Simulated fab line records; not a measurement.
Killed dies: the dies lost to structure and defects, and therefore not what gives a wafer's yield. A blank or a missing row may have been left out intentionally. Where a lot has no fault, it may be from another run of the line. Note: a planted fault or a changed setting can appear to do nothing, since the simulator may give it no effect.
Struck lot and sound lot, side by side | flow sky130 | 20 steps out of a route of 708
Sound: the wafers L499.3, L499.4, L499.5. Wafers struck: L493.1, L493.3, L493.5. The cause is given at the end.
Order at every step that has rows: each side's tool, ch and its chambers, its first start. Under that, the readings that differ: sound wafers | struck wafers | difference of the means | sigmas: that difference in standard deviations of wafers without a fault.
alike: same words and numbers on both sides, and readings whose means sit less than 2 such deviations apart. not compared: any withheld reading, any reading some wafer has no value for, any bound like >300 that may hide the same value, and any number with overlapping values for which the record gives no deviation.
A row with sigmas, a row that says differs or no value, or rows on one side alone: a step with any of these is where the two part. When numbers do not overlap yet have no deviation, they are printed without sigmas and do not part them. A reading missing from all wafers of one side parts the sides only when that side holds two or more wafers.

SKY_RES_XHIGH_STRIP_08: strips in O2/N2.
  sound on plasma asher-03 ch 0,1, day 30 22:19; struck on plasma asher-03 ch 0,1, day 28 16:44
  alike: drypump motor current A, oes product au, strip time to endpoint s
  not compared: rf hours counter h
SKY_RES_XHIGH_TW_MEAS_09:
  sound: film metro-02 at day 30 22:24; struck: film metro-03 at day 28 16:50
  alike: RES_XHIGH_TW
then, 7 steps without rows for these wafers: SKY_SD_N_DEHYDRATE_00 (time 60 s); SKY_SD_N_HMDS_01 (prime time 60 s); SKY_SD_N_COAT_02 (resist thk 1140 nm); SKY_SD_N_SOFTBAKE_03 (time 60 s); SKY_SD_N_EXPOSE_04 (exposes mask NSDM, target cd 380 nm); SKY_SD_N_PEB_05; SKY_SD_N_DEVELOP_06 (develop time 60 s).
SKY_SD_N_CD_MEAS_07: target cd 380 nm.
  sound: cd sem-01 at day 32 01:43; struck: cd sem-02 at day 29 20:18
  alike: cd nm
SKY_SD_N_OVL_MEAS_08:
  sound: overlay-02 at day 32 01:49; struck: overlay-01 at day 29 20:25
  alike: SD_N_OVL
after that, 1 step had no rows for these wafers: SKY_SD_N_IMPLANT_09.
SKY_SD_N_IMPLANT_10:
  sound on implanter-03 ch 0, day 32 02:02; struck on implanter-02 ch 0, day 29 20:55
  alike: beam on s, end station pressure torr
SKY_SD_N_STRIP_11: strips in O2/N2.
  sound on plasma asher-04 ch 0,1, day 32 02:10; struck on plasma asher-02 ch 0,1, day 29 21:04
  reading                      | sound             | struck            | difference | sigmas
  strip time to endpoint s (s) | 22.52 22.56 22.51 | 22.60 22.59 22.62 | +0.07      | +2
  alike: drypump motor current A, oes product au
  not compared: rf hours counter h
SKY_SD_N_TW_MEAS_12:
  sound: film metro-02 at day 32 02:15; struck: film metro-04 at day 29 21:13
  alike: SD_N_TW
then, 1 step without rows for these wafers: SKY_SD_N_CLEAN_13 (cleans in SC1/SC2, time 150 s).
SKY_SD_N_RTA_14: time 2 s.
  sound on rtp anneal-02 ch 0, day 32 02:22; struck on rtp anneal-02 ch 0, day 29 21:20
  alike: lamp power pct, ramp up c per s, wafer_temp_C_max
SKY_SD_N_RS_MEAS_16: measurement is done with a four-point probe.
  sound: film metro-02 at day 32 02:34; struck: film metro-02 at day 29 21:31
  reading          | sound             | struck            | difference | sigmas
  SD_N_RS (ohm/sq) | 68.55 68.62 68.43 | 65.85 65.76 65.93 | -2.69      | -24
SKY_SD_N_RS_MEAS_17: measurement is done with a four-point probe.
  sound: film metro-02 at day 32 02:41; struck: film metro-02 at day 29 21:38
  alike: SD_P_RS
-- record jumps: 17 days separate the struck wafers' starts on either side; left off in module SD_N, taken up again in module PAD_OPEN, whose first shown step is the route's number 708 --
SKY_PAD_OPEN_PROBE_99:
  sound: prober-02 at day 48 17:25; struck: prober-02 at day 47 03:16
  reading                                 | sound             | struck            | difference | sigmas
  model.etest.sonos uncharged.r on ohm um | 823.2 807.9 811.3 | 789.1 803.8 793.2 | -18.8      |
  model.etest.res ndiff.rs ohm sq         | 120.3 119.8 120.6 | 117.6 117.3 116.8 | -3.0       |
  model.etest.res ndiff hv.rs ohm sq      | 114.7 113.8 114.3 | 111.4 111.8 112.3 | -2.4       |
  alike: killed_at_M0_to_M3, killed_at_M4_up, killed at contacts, killed at front end, killed at other, killed dies, killed open, killed short

## WHERE THEY PART
At SKY_SD_N_STRIP_11 first; at SKY_SD_N_RS_MEAS_16 last (within this record only). Later steps at which nothing parts them and some readings are alike: SKY_SD_N_RS_MEAS_17, SKY_PAD_OPEN_PROBE_99.

WHY: what had been put in by the simulator
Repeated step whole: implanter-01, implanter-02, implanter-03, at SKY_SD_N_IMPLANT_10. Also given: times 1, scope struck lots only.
